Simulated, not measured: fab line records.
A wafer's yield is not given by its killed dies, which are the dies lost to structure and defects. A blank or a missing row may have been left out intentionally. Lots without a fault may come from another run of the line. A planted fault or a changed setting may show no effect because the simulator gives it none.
Which tool did it? :: flow sky130 :: Sampling: 10 lots, 30 wafers, 6 of 708 route steps

== WHAT THE GAUGES SHOWED, per wafer ==
SKY_POLY_GATE_THK_MEAS_01. Usual: for POLY_GATE_CVD_00_THK the level is 180.3 nm and the standard deviation is 1.7.
lot: L300
measured: day 13 22:11
on: filmMetro-03
POLY_GATE_CVD_00_THK (nm): 181.6 180.8 180.8
flag: 

lot: L301
measured: day 14 02:58
on: filmMetro-02
POLY_GATE_CVD_00_THK (nm): 181.4 181.6 181.9
flag: 

lot: L305
measured: day 16 00:59
on: filmMetro-01
POLY_GATE_CVD_00_THK (nm): 180.6 181.8 181.7
flag: 

lot: L306
measured: day 16 08:08
on: filmMetro-01
POLY_GATE_CVD_00_THK (nm): 181.4 180.4 181.1
flag: 

lot: L307
measured: day 16 16:41
on: filmMetro-01
POLY_GATE_CVD_00_THK (nm): 178.4 177.2 178.9
flag: 

lot: L314
measured: day 19 01:35
on: filmMetro-03
POLY_GATE_CVD_00_THK (nm): 181.9 183.3 182.7
flag: 

lot: L315
measured: day 19 11:31
on: filmMetro-01
POLY_GATE_CVD_00_THK (nm): 182.0 182.0 183.0
flag: 

lot: L319
measured: day 20 23:39
on: filmMetro-01
POLY_GATE_CVD_00_THK (nm): 181.3 180.5 180.4
flag: 

lot: L322
measured: day 21 16:32
on: filmMetro-02
POLY_GATE_CVD_00_THK (nm): 180.8 180.7 181.2
flag: 

lot: L323
measured: day 22 02:59
on: filmMetro-03
POLY_GATE_CVD_00_THK (nm): 182.3 184.6 184.2
flag: 

SKY_LDD_N_TW_MEAS_17. Usual: for LDD_N_TW the level is 2580 and the standard deviation is 17.
lot: L300
measured: day 17 16:32
on: filmMetro-04
LDD_N_TW: 2555 2554 2567
flag: 

lot: L301
measured: day 17 19:13
on: filmMetro-01
LDD_N_TW: 2587 2577 2580
flag: 

lot: L305
measured: day 19 23:43
on: filmMetro-03
LDD_N_TW: 2819 2823 2823
flag: OFF

lot: L306
measured: day 20 10:38
on: filmMetro-01
LDD_N_TW: 2854 2841 2829
flag: OFF

lot: L307
measured: day 20 15:47
on: filmMetro-04
LDD_N_TW: 2811 2812 2816
flag: OFF

lot: L314
measured: day 23 03:14
on: filmMetro-04
LDD_N_TW: 2560 2549 2555
flag: 

lot: L315
measured: day 23 12:28
on: filmMetro-03
LDD_N_TW: 2585 2580 2593
flag: 

lot: L319
measured: day 24 22:37
on: filmMetro-03
LDD_N_TW: 2573 2579 2565
flag: 

lot: L322
measured: day 25 14:31
on: filmMetro-01
LDD_N_TW: 2578 2580 2584
flag: 

lot: L323
measured: day 26 01:19
on: filmMetro-01
LDD_N_TW: 2576 2587 2575
flag: 

== WHAT TOOL EACH LOT RAN ON (gives the tool, then ch and the chambers of the sampled wafers, and finally the start) ==
lot: L300
SKY_SONOS_ONO_ETCH_15: rieDiel-02 ch 0,1,3, day 12 13:05
SKY_GATE_OXIDE_STRIP_13: plasmaAsher-02 ch 0,1, day 13 16:41
SKY_LDD_N_IMPLANT_11: implanter-02 ch 0, day 17 15:41
SKY_LDD_N_STRIP_16: plasmaAsher-04 ch 0,1, day 17 16:26

lot: L301
SKY_SONOS_ONO_ETCH_15: rieDiel-02 ch 1,3, day 12 18:58
SKY_GATE_OXIDE_STRIP_13: plasmaAsher-02 ch 0,1, day 13 21:58
SKY_LDD_N_IMPLANT_11: implanter-02 ch 0, day 17 18:24
SKY_LDD_N_STRIP_16: plasmaAsher-02 ch 0,1, day 17 19:08

lot: L305
SKY_SONOS_ONO_ETCH_15: rieDiel-02 ch 0,1,3, day 14 14:37
SKY_GATE_OXIDE_STRIP_13: plasmaAsher-03 ch 0,1, day 15 19:38
SKY_LDD_N_IMPLANT_11: implanter-02 ch 0, day 19 22:52
SKY_LDD_N_STRIP_16: plasmaAsher-01 ch 0,1, day 19 23:36

lot: L306
SKY_SONOS_ONO_ETCH_15: rieDiel-03 ch 0,1,3, day 14 22:10
SKY_GATE_OXIDE_STRIP_13: plasmaAsher-03 ch 0, day 16 03:43
SKY_LDD_N_IMPLANT_11: implanter-02 ch 0, day 20 09:48
SKY_LDD_N_STRIP_16: plasmaAsher-02 ch 0,1, day 20 10:31

lot: L307
SKY_SONOS_ONO_ETCH_15: rieDiel-02 ch 0,3, day 15 04:14
SKY_GATE_OXIDE_STRIP_13: plasmaAsher-01 ch 0,1, day 16 13:05
SKY_LDD_N_IMPLANT_11: implanter-02 ch 0, day 20 14:56
SKY_LDD_N_STRIP_16: plasmaAsher-01 ch 0,1, day 20 15:41

lot: L314
SKY_SONOS_ONO_ETCH_15: rieDiel-04 ch 1,2,3, day 17 11:53
SKY_GATE_OXIDE_STRIP_13: plasmaAsher-02 ch 0,1, day 18 21:08
SKY_LDD_N_IMPLANT_11: implanter-02 ch 0, day 23 02:23
SKY_LDD_N_STRIP_16: plasmaAsher-02 ch 0,1, day 23 03:08

lot: L315
SKY_SONOS_ONO_ETCH_15: rieDiel-03 ch 0,3, day 17 22:31
SKY_GATE_OXIDE_STRIP_13: plasmaAsher-03 ch 0,1, day 19 06:22
SKY_LDD_N_IMPLANT_11: implanter-03 ch 0, day 23 11:37
SKY_LDD_N_STRIP_16: plasmaAsher-02 ch 0,1, day 23 12:22

lot: L319
SKY_SONOS_ONO_ETCH_15: rieDiel-04 ch 2,3, day 19 11:47
SKY_GATE_OXIDE_STRIP_13: plasmaAsher-03 ch 0,1, day 20 20:06
SKY_LDD_N_IMPLANT_11: implanter-03 ch 0, day 24 21:46
SKY_LDD_N_STRIP_16: plasmaAsher-02 ch 0,1, day 24 22:31

lot: L322
SKY_SONOS_ONO_ETCH_15: rieDiel-02 ch 1,3, day 20 03:46
SKY_GATE_OXIDE_STRIP_13: plasmaAsher-01 ch 1, day 21 12:58
SKY_LDD_N_IMPLANT_11: implanter-02 ch 0, day 25 13:40
SKY_LDD_N_STRIP_16: plasmaAsher-02 ch 1, day 25 14:24

lot: L323
SKY_SONOS_ONO_ETCH_15: rieDiel-02 ch 0,1,3, day 20 14:19
SKY_GATE_OXIDE_STRIP_13: plasmaAsher-01 ch 1, day 21 23:26
SKY_LDD_N_IMPLANT_11: implanter-03 ch 0, day 26 00:28
SKY_LDD_N_STRIP_16: plasmaAsher-04 ch 0,1, day 26 01:12
- SKY_SONOS_ONO_ETCH_15: etches the open film in CHF3/O2, target depth 19.52 nm, time 7.8 s.
- SKY_GATE_OXIDE_STRIP_13: strips in O2/N2.
- SKY_LDD_N_IMPLANT_11
- SKY_LDD_N_STRIP_16: strips in O2/N2.

== WHAT THE TOOLS THEMSELVES READ (means of the sampled wafers that have a number; where no wafer has one, the mark that the record gives instead) ==
SKY_SONOS_ONO_ETCH_15. Usual: chf3FlowSccm 49.99 sccm, standard deviation 0.16; drypumpMotorCurrentA 5.8 A, standard deviation 0.39; oesProductAu 0.998 a.u., standard deviation 0.0074; throttleValvePct 8.826 %, standard deviation 0.0093.
lot: L300
tool: rieDiel-02
chf3FlowSccm (sccm): 50.18
drypumpMotorCurrentA (A): 5.7
oesProductAu (a.u.): 0.996
throttleValvePct (%): 8.829
flag: 

lot: L301
tool: rieDiel-02
chf3FlowSccm (sccm): 50.02
drypumpMotorCurrentA (A): 5.8
oesProductAu (a.u.): 0.990
throttleValvePct (%): 8.837
flag: 

lot: L305
tool: rieDiel-02
chf3FlowSccm (sccm): 49.95
drypumpMotorCurrentA (A): 5.7
oesProductAu (a.u.): 0.998
throttleValvePct (%): 8.829
flag: 

lot: L306
tool: rieDiel-03
chf3FlowSccm (sccm): 49.91
drypumpMotorCurrentA (A): 5.7
oesProductAu (a.u.): 0.999
throttleValvePct (%): 8.818
flag: 

lot: L307
tool: rieDiel-02
chf3FlowSccm (sccm): 50.00
drypumpMotorCurrentA (A): 5.6
oesProductAu (a.u.): 0.995
throttleValvePct (%): 8.830
flag: 

lot: L314
tool: rieDiel-04
chf3FlowSccm (sccm): 49.89
drypumpMotorCurrentA (A): 6.3
oesProductAu (a.u.): 0.992
throttleValvePct (%): 8.824
flag: 

lot: L315
tool: rieDiel-03
chf3FlowSccm (sccm): 50.00
drypumpMotorCurrentA (A): 5.6
oesProductAu (a.u.): 0.998
throttleValvePct (%): 8.824
flag: 

lot: L319
tool: rieDiel-04
chf3FlowSccm (sccm): 49.90
drypumpMotorCurrentA (A): 6.5
oesProductAu (a.u.): 0.994
throttleValvePct (%): 8.827
flag: 

lot: L322
tool: rieDiel-02
chf3FlowSccm (sccm): 50.01
drypumpMotorCurrentA (A): 5.8
oesProductAu (a.u.): 0.990
throttleValvePct (%): 8.823
flag: 

lot: L323
tool: rieDiel-02
chf3FlowSccm (sccm): 49.73
drypumpMotorCurrentA (A): 5.7
oesProductAu (a.u.): 0.996
throttleValvePct (%): 8.822
flag: 

SKY_GATE_OXIDE_STRIP_13. Usual: drypumpMotorCurrentA 6.2 A, standard deviation 0.39; oesProductAu 0.716 a.u., standard deviation 0.0047; stripTimeToEndpointS 14.18 s, standard deviation 0.044.
lot: L300
tool: plasmaAsher-02
drypumpMotorCurrentA (A): 6.5
oesProductAu (a.u.): 0.717
stripTimeToEndpointS (s): 14.12
flag: 

lot: L301
tool: plasmaAsher-02
drypumpMotorCurrentA (A): 6.5
oesProductAu (a.u.): 0.719
stripTimeToEndpointS (s): 14.13
flag: 

lot: L305
tool: plasmaAsher-03
drypumpMotorCurrentA (A): 6.2
oesProductAu (a.u.): 0.717
stripTimeToEndpointS (s): 14.16
flag: 

lot: L306
tool: plasmaAsher-03
drypumpMotorCurrentA (A): 5.9
oesProductAu (a.u.): 0.715
stripTimeToEndpointS (s): 14.12
flag: 

lot: L307
tool: plasmaAsher-01
drypumpMotorCurrentA (A): 6.2
oesProductAu (a.u.): 0.717
stripTimeToEndpointS (s): 14.19
flag: 

lot: L314
tool: plasmaAsher-02
drypumpMotorCurrentA (A): 6.5
oesProductAu (a.u.): 0.712
stripTimeToEndpointS (s): 14.21
flag: 

lot: L315
tool: plasmaAsher-03
drypumpMotorCurrentA (A): 6.2
oesProductAu (a.u.): 0.717
stripTimeToEndpointS (s): 14.14
flag: 

lot: L319
tool: plasmaAsher-03
drypumpMotorCurrentA (A): 6.1
oesProductAu (a.u.): 0.715
stripTimeToEndpointS (s): 14.25
flag: 

lot: L322
tool: plasmaAsher-01
drypumpMotorCurrentA (A): 6.6
oesProductAu (a.u.): 0.719
stripTimeToEndpointS (s): 14.22
flag: 

lot: L323
tool: plasmaAsher-01
drypumpMotorCurrentA (A): 6.6
oesProductAu (a.u.): 0.710
stripTimeToEndpointS (s): 14.21
flag: 

SKY_LDD_N_IMPLANT_11. Usual: beamOnS 9.99 s, standard deviation 0.2; doseIonsCm2 7.5e+13, standard deviation 8.1e+10; faradayCurrentUA 423, standard deviation 8.2.
lot: L300
tool: implanter-02
beamOnS (s): 10.18
doseIonsCm2: 7.5e+13
faradayCurrentUA: 415
flag: 

lot: L301
tool: implanter-02
beamOnS (s): 9.85
doseIonsCm2: 7.5e+13
faradayCurrentUA: 428
flag: 

lot: L305
tool: implanter-02
beamOnS (s): 34.13
doseIonsCm2: 3.0e+14
faradayCurrentUA: 499
flag: OFF

lot: L306
tool: implanter-02
beamOnS (s): 33.33
doseIonsCm2: 3.0e+14
faradayCurrentUA: 514
flag: OFF

lot: L307
tool: implanter-02
beamOnS (s): 34.23
doseIonsCm2: 3.0e+14
faradayCurrentUA: 501
flag: OFF

lot: L314
tool: implanter-02
beamOnS (s): 10.20
doseIonsCm2: 7.5e+13
faradayCurrentUA: 416
flag: 

lot: L315
tool: implanter-03
beamOnS (s): 9.86
doseIonsCm2: 7.5e+13
faradayCurrentUA: 428
flag: 

lot: L319
tool: implanter-03
beamOnS (s): 10.07
doseIonsCm2: 7.5e+13
faradayCurrentUA: 420
flag: 

lot: L322
tool: implanter-02
beamOnS (s): 10.09
doseIonsCm2: 7.5e+13
faradayCurrentUA: 419
flag: 

lot: L323
tool: implanter-03
beamOnS (s): 9.90
doseIonsCm2: 7.5e+13
faradayCurrentUA: 427
flag: 

SKY_LDD_N_STRIP_16. Usual: drypumpMotorCurrentA 6.2 A, standard deviation 0.47; oesProductAu 0.407 a.u., standard deviation 0.0046; stripTimeToEndpointS 4.316 s, standard deviation 0.018.
lot: L300
tool: plasmaAsher-04
drypumpMotorCurrentA (A): 5.7
oesProductAu (a.u.): 0.410
stripTimeToEndpointS (s): 4.329
flag: 

lot: L301
tool: plasmaAsher-02
drypumpMotorCurrentA (A): 6.5
oesProductAu (a.u.): 0.406
stripTimeToEndpointS (s): 4.306
flag: 

lot: L305
tool: plasmaAsher-01
drypumpMotorCurrentA (A): 5.8
oesProductAu (a.u.): 0.408
stripTimeToEndpointS (s): 4.898
flag: OFF

lot: L306
tool: plasmaAsher-02
drypumpMotorCurrentA (A): 6.5
oesProductAu (a.u.): 0.410
stripTimeToEndpointS (s): 4.896
flag: OFF

lot: L307
tool: plasmaAsher-01
drypumpMotorCurrentA (A): 6.2
oesProductAu (a.u.): 0.406
stripTimeToEndpointS (s): 4.899
flag: OFF

lot: L314
tool: plasmaAsher-02
drypumpMotorCurrentA (A): 6.5
oesProductAu (a.u.): 0.404
stripTimeToEndpointS (s): 4.294
flag: 

lot: L315
tool: plasmaAsher-02
drypumpMotorCurrentA (A): 6.6
oesProductAu (a.u.): 0.402
stripTimeToEndpointS (s): 4.296
flag: 

lot: L319
tool: plasmaAsher-02
drypumpMotorCurrentA (A): 6.6
oesProductAu (a.u.): 0.404
stripTimeToEndpointS (s): 4.326
flag: 

lot: L322
tool: plasmaAsher-02
drypumpMotorCurrentA (A): 6.4
oesProductAu (a.u.): 0.410
stripTimeToEndpointS (s): 4.309
flag: 

lot: L323
tool: plasmaAsher-04
drypumpMotorCurrentA (A): 5.7
oesProductAu (a.u.): 0.407
stripTimeToEndpointS (s): 4.340
flag: 

== THE ANSWER, worked out from the rows above alone ==
Rule: a lot counts as off when the mean over its wafers that have a number is more than 3 standard deviations away from the usual mean. Also off: a lot with no number at a reading for which 4 or more lots have one. Any other lot the step has rows for is counted as sound. First the gauges in route order, then the tools' own readings, where a lot's mean is used as printed above. The first step at which some lot is off is used, and at that step the reading that is off furthest; a lot without a number counts as furthest.
Off: at SKY_LDD_N_TW_MEAS_17 (LDD_N_TW), L305, L306, L307.
If a tool, at a process step before that reading, ran all the lots that are off and no sound lot after the first of them, it fits. Not tried: the gauges at SKY_LDD_N_TW_MEAS_17; whatever is off there is also off at SKY_LDD_N_IMPLANT_11, on other tools, and gauge error can't account for it. None of those tried fits.

== WHAT WAS PUT IN BY THE SIMULATOR ==
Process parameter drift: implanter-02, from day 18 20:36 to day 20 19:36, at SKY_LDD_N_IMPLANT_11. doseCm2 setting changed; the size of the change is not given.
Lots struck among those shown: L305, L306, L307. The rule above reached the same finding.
